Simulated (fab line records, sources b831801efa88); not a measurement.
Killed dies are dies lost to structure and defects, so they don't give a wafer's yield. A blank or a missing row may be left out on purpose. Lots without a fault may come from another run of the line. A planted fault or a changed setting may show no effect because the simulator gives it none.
Problem report in the 8D (eight disciplines) form, filled by code | flow gf180mcu | the parts of the form that need people (team, actions taken, sign-off) are left out

1. THE PROBLEM
SAB_CVD_00_THK at GF_SAB_THK_MEAS_01 reads a mean of 56.6 nm on 4 wafers of 2 lots; wafers without a fault read 50.1 nm with a standard deviation of 0.63. That is +10 standard deviations from the usual mean.
First seen on wafer L196.5, day 17 10:58, on film_metro-02. The record holds 42 wafers of 14 lots with a number at this step. Rule for "out", or "out of limits": more than 4 standard deviations from the usual mean. The other wafers with a number count as sound.

2. WHAT IT IS AND WHAT IT IS NOT
question                    | is                             | is not
which readings at this step | SAB_CVD_00_THK                 | -
which lots                  | L196, L197                     | L187, L188, L189, L191, L195, L202, L204, L205, L206, L208, L209, L210
which wafers of those lots  | L196.5, L196.6, L197.4, L197.5 | L196.1, L197.1
read on which gauges        | film_metro-02, film_metro-04   | film_metro-01
when                        | from day 17 10:58              | up to then (16 sound wafers); but 22 sound wafers of L197, L202, L204, L205, L206, L208, L209, L210 came after

3. SUSPECTS, AND WHAT RULES EACH OUT
Counting: a tool at a process step up to the reading stays a suspect if it ran every lot that is out. Sound lots after the first of them don't rule it out here, since some wafers of a struck lot are sound.
- the gauge at GF_SAB_THK_MEAS_01: ruled out. The wafers that are out were read on 2 gauges (film_metro-02, film_metro-04).
- pecvd-02 at GF_SAB_CVD_00 (deposits SiO2 from TEOS, target thk 50 nm, time 4.9302 s): kept. It ran every lot that is out, first L196 (day 17 10:56).
Left after counting: pecvd-02 at GF_SAB_CVD_00.

4. THE CAUSE (what the simulator had put in)
Process parameter drift: pecvd-02, from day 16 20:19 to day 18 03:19, at GF_SAB_CVD_00. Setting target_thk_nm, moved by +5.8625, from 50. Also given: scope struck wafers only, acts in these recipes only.
Counting left only this tool.

5. THE CHAIN OF EFFECTS, in route order
Each row: a reading whose mean over the struck wafers that have a number lies more than 3 standard deviations from the usual. Only readings for which the record gives a usual standard deviation are gone through. hours: the time from each lot's start at the first step in this table that gives one to its start at this step, as a median over the lots. sigmas: the change in usual standard deviations.
hours | step               | reading        | usual   | on struck wafers | change | sigmas
0     | GF_SAB_THK_MEAS_01 | SAB_CVD_00_THK | 50.1 nm | 56.6             | +6.5   | +10
Later measuring or inspecting steps at which every struck wafer that the step has a row for has a number for every such reading, and none has moved that far: GF_CONTACT_THK_MEAS_03.

6. WHAT WOULD HAVE CAUGHT IT SOONER
In this record the first reading out of limits at a measuring or inspecting step was taken at day 17 10:58, 15 hours after the fault began at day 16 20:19.
Of the tool readings at GF_SAB_CVD_00 for which the record gives a usual standard deviation, none was out on any struck wafer, so an alarm limit of 4 standard deviations on them would not have fired.
Of the lots that are out (2), L197 began GF_SAB_CVD_00 on pecvd-02 after day 17 10:58. A hold on the tool at that time would have spared it.
